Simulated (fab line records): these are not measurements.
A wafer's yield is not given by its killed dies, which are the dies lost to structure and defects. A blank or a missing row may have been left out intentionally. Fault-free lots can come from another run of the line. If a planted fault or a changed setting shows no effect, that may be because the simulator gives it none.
Split-lot study | flow gf180mcu | 23 wafers read from 5 lots, route of 602 steps

THE SPLIT
At GF_NWELL_COAT_02 (resist thk 3000 nm), the setting resist-thk-nm was moved away from the recipe's 3000 nm on 8 of the 23 wafers read, by -5.4% to +5.7%. All remaining wafers had this setting at the recipe value.

The reading is taken at the split's own step.

THE READING
coat_of_NWELL_COAT_02.thk-nm (the simulator's own value, which no gauge read), in nm, at GF_NWELL_COAT_02 (resist thk 3000 nm). There is no usual value for it anywhere in the file. Here, 15 wafers ran the recipe; their average is 3002 nm with a standard deviation of 6.2 nm.

wafer  | tool, chamber at the split | resist-thk-nm as run, nm | against the recipe | coat_of_NWELL_COAT_02.thk-nm, nm | against lot-mates on the recipe
L074.1 | litho-track-01, 0          | 3000                     | recipe             | 3002                             | -
L074.2 | litho-track-01, 0          | 3000                     | recipe             | 2996                             | -
L074.3 | litho-track-01, 0          | 2838                     | -5.4%              | 2842                             | -157
L074.5 | litho-track-01, 0          | 2838                     | -5.4%              | 2835                             | -164
L074.6 | litho-track-01, 0          | 2838                     | -5.4%              | 2825                             | -174
L075.2 | litho-track-01, 0          | 3000                     | recipe             | 2990                             | -
L075.4 | litho-track-01, 0          | 3000                     | recipe             | 3004                             | -
L075.5 | litho-track-01, 0          | 3000                     | recipe             | 2999                             | -
L082.2 | litho-track-04, 0          | 3000                     | recipe             | 2997                             | -
L082.3 | litho-track-04, 0          | 3000                     | recipe             | 3006                             | -
L082.4 | litho-track-04, 0          | 3000                     | recipe             | 3008                             | -
L082.5 | litho-track-04, 0          | 3000                     | recipe             | 3002                             | -
L082.6 | litho-track-04, 0          | 3000                     | recipe             | 3015                             | -
L083.1 | litho-track-02, 0          | 2845                     | -5.2%              | 2844                             | -161
L083.4 | litho-track-02, 0          | 2845                     | -5.2%              | 2844                             | -161
L083.2 | litho-track-02, 0          | 3000                     | recipe             | 3009                             | -
L083.3 | litho-track-02, 0          | 3000                     | recipe             | 3008                             | -
L083.5 | litho-track-02, 0          | 3000                     | recipe             | 2998                             | -
L085.1 | litho-track-04, 0          | 3172                     | +5.7%              | 3167                             | +168
L085.2 | litho-track-04, 0          | 3172                     | +5.7%              | 3166                             | +168
L085.3 | litho-track-04, 0          | 3000                     | recipe             | 2996                             | -
L085.5 | litho-track-04, 0          | 3000                     | recipe             | 3001                             | -
L085.6 | litho-track-04, 0          | 3172                     | +5.7%              | 3179                             | +180

FIT RESULTS
A straight line over all 23 wafers: coat_of_NWELL_COAT_02.thk-nm changes by +30.2 nm for each +1% of resist-thk-nm; r = +1.00; the points scatter about the line by 6.6 nm.
The same after taking each lot's own level away (the mean of its wafers on the recipe; 23 wafers): +30.4 nm for each +1%; r = +1.00; scatter 5.7 nm.
That fit puts the effect of the largest move of resist-thk-nm on the reading at 1.7e+02 nm.
Across the lots, their own levels run from 2997.7 to 3005.6 nm, a range of 1.3 times the standard deviation given above.
Hence the lot-to-lot level has little effect on the slope; both slopes agree.
Check: for one of the wafers moved furthest among these (+5.7%), held out of the fit, the line's prediction against its lot-mates is +175 nm. Against them it came out at +168 nm.

OTHER SPLITS APPLIED TO THESE WAFERS
These wafers also went through other splits before the reading. Each is held against what the fit with the lots' levels taken away leaves over:
other split on the same wafers | wafers away from the commonest value | r with coat_of_NWELL_COAT_02.thk-nm (lot level and that fit taken away)
GF_STI_CVD_03 temp-c           | 18                                   | +0.03
GF_STI_SOFTBAKE_08 time-s      | 4                                    | -0.33
GF_STI_WET_ETCH_17 time-s      | 18                                   | +0.03
GF_STI_CVD_23 sih4-flow-sccm   | 11                                   | +0.08
GF_STI_OXIDATION_29 ox-time-s  | 18                                   | +0.00

THE WHOLE CHAIN: every reading that the file lists as answering this split, in the file's order
step              | what it does       | reading                                                                       | change (the file's fit)              | r (the file's)
GF_NWELL_COAT_02  | resist thk 3000 nm | coat_of_NWELL_COAT_02.thk-nm (the simulator's own value, which no gauge read) | +30.6 nm for each +1% of the setting | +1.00
GF_NWELL_STRIP_10 | strips in O2/N2    | strip-time-to-endpoint-s                                                      | withheld for each +1% of the setting | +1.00

THE FILE'S OWN FIT
coat_of_NWELL_COAT_02.thk-nm changes by +30.6 nm for each +1% of resist-thk-nm, r = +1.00.
